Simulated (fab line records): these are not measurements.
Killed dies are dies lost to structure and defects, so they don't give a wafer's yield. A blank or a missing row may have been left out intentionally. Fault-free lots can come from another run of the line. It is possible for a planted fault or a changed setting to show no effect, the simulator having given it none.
8D (eight disciplines) problem report, filled in by code	flow sky130	the parts of the form that need people (team, actions taken, sign-off) are left out

## 1. WHAT WENT WRONG
LDD_HVN_TW at SKY_LDD_HVN_TW_MEAS_10 reads a mean of 1380 on 1 wafer of 1 lot; wafers without a fault read 1438 with a standard deviation of 14. That puts it -4.1 standard deviations away from the usual mean.
Seen first at day 25 14:41 on film-metro-03, wafer L838.1. The record has a number at this step for 36 wafers belonging to 12 lots. Rule for "out" (also "out of limits"): further than 4 standard deviations from the usual mean. The rest of the wafers with a number are treated as sound.

## 2. WHAT IT IS; WHAT IT IS NOT
question	is	is not
which readings at this step	LDD_HVN_TW	-
which lots	L838	L823, L824, L825, L826, L828, L829, L830, L841, L842, L845, L846
which wafers of those lots	L838.1	L838.2, L838.5
read on which gauges	film-metro-03	film-metro-01, film-metro-02
when	from day 25 14:41	up to then (23 sound wafers); but 12 sound wafers of L841, L842, L845, L846 came after

## 3. WHAT RULES OUT EACH SUSPECT
Counting: a tool at a process step up to the reading stays a suspect if it ran every lot that is out. Sound lots after the first of them don't rule it out here, since some wafers of a struck lot are sound.
- the gauge at SKY_LDD_HVN_TW_MEAS_10: kept. All the wafers that are out were read on film-metro-03, and no step on other tools shows them out.
- plasma-asher-01 at SKY_POLY_GATE_STRIP_18 (strips in O2/N2): kept. The lot that is out, L838, ran on it at day 21 18:50; the last sound lot it ran before that was L829, at day 18 13:32.
- implanter-02 at SKY_LDD_HVN_IMPLANT_08: kept. The lot that is out, L838, ran on it at day 25 14:26; the last sound lot it ran before that was L830, at day 22 23:25.
- plasma-asher-04 at SKY_LDD_HVN_STRIP_09 (strips in O2/N2): kept. It ran the lot that is out, L838 (day 25 14:35).
Left after counting: plasma-asher-01 at SKY_POLY_GATE_STRIP_18, implanter-02 at SKY_LDD_HVN_IMPLANT_08, plasma-asher-04 at SKY_LDD_HVN_STRIP_09, film-metro-03 at SKY_LDD_HVN_TW_MEAS_10.

## 4. THE CAUSE (what the simulator had put in)
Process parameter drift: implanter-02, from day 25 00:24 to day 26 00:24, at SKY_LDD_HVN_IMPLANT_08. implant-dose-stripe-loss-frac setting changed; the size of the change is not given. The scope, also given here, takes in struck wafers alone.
After counting, 4 suspects remain, this tool included.

## 5. THE EFFECT CHAIN, in route order
One row per reading whose mean, taken over the struck wafers that have a number, lies over 3 standard deviations from the usual. Only readings whose record carries a usual standard deviation are examined. hours: median over the lots of the time between each lot's start at the first step of this table that gives one and its start at this step. sigmas: the change, counted in usual standard deviations.
hours	step	reading	usual	on struck wafers	change	sigmas
0	SKY_LDD_HVN_TW_MEAS_10	LDD_HVN_TW	1438	1380	-58	-4.1

## 6. WHAT WOULD HAVE CAUGHT IT SOONER
Counted from the fault's start at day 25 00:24, it took 14 hours until the first out-of-limits reading at a measuring or inspecting step in this record, taken at day 25 14:41.
Each of the lots that are out, 1 in all, had begun SKY_LDD_HVN_IMPLANT_08 on implanter-02 no later than day 25 14:41. Tool hold at that time: it would have spared none of them.
